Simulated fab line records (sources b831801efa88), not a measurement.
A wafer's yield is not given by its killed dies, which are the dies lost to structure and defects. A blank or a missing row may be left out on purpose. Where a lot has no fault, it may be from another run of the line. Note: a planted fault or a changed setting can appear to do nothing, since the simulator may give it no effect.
Which of the tools did it?	flow gf180mcu	18 wafers from 6 lots sampled at 3 of the route's 602 steps

## WHAT EACH GAUGE READ, for each wafer
GF_PSD_RS_MEAS_14: measures by four-point-probe.
lot	measured	on	NSD_RS (ohm/sq)
L455	day 14 14:32	filmMetro-02	46.20 46.24 46.21
L465	day 18 00:31	filmMetro-04	44.04 44.01 43.90 44.08 44.06 44.07
L470	day 20 02:37	filmMetro-02	46.15 46.18 46.13
L472	day 20 13:40	filmMetro-02	46.16 46.16 46.24
L475	day 21 15:24	filmMetro-02	46.30 46.28 46.26
L477	day 22 05:35	filmMetro-04	46.11 46.17 46.12

## WHICH TOOL RAN EACH LOT (tool, then ch and the chambers of the sampled wafers, then the start)
lot	GF_NSD_IMPLANT_09	GF_NSD_STRIP_11
L455	implanter-04 ch 0, day 13 16:59	plasmaAsher-01 ch 0,1, day 13 17:16
L465	implanter-03 ch 0, day 17 01:13	plasmaAsher-01 ch 0,1, day 17 01:50
L470	implanter-03 ch 0, day 19 01:19	plasmaAsher-04 ch 0,1, day 19 01:55
L472	implanter-02 ch 0, day 19 13:02	plasmaAsher-04 ch 0,1, day 19 13:19
L475	implanter-03 ch 0, day 20 14:49	plasmaAsher-04 ch 0,1, day 20 15:07
L477	implanter-04 ch 0, day 21 05:13	plasmaAsher-01 ch 0,1, day 21 05:31
- GF_NSD_IMPLANT_09
- GF_NSD_STRIP_11: strips in O2/N2.

## THE ANSWER, worked out from the rows above alone
Rule: the usual values come from the lots themselves. Put in order of their means at a reading, lots are off if they are a third of the lots or fewer, leave a main group of 4 or more, and stand apart from it by a gap of 3 or more times the standard deviation of the main group's means; of several such gaps the widest counts. If all means in a main group match to the digits the tables above print for the reading, that group is not used. Also off: a lot with no number at a reading for which 4 or more lots have one. All remaining lots with rows at the step are treated as sound.
Off: L465, seen at GF_PSD_RS_MEAS_14 (NSD_RS). The main group has a mean of 46.19 ohm/sq with a standard deviation of 0.052.
If a tool, at a process step before that reading, ran all the lots that are off and no sound lot after the first of them, it fits. Gauges at GF_PSD_RS_MEAS_14: tried the same way as those tools. None of those tried fits.

## WHAT THE SIMULATOR HAD PUT IN
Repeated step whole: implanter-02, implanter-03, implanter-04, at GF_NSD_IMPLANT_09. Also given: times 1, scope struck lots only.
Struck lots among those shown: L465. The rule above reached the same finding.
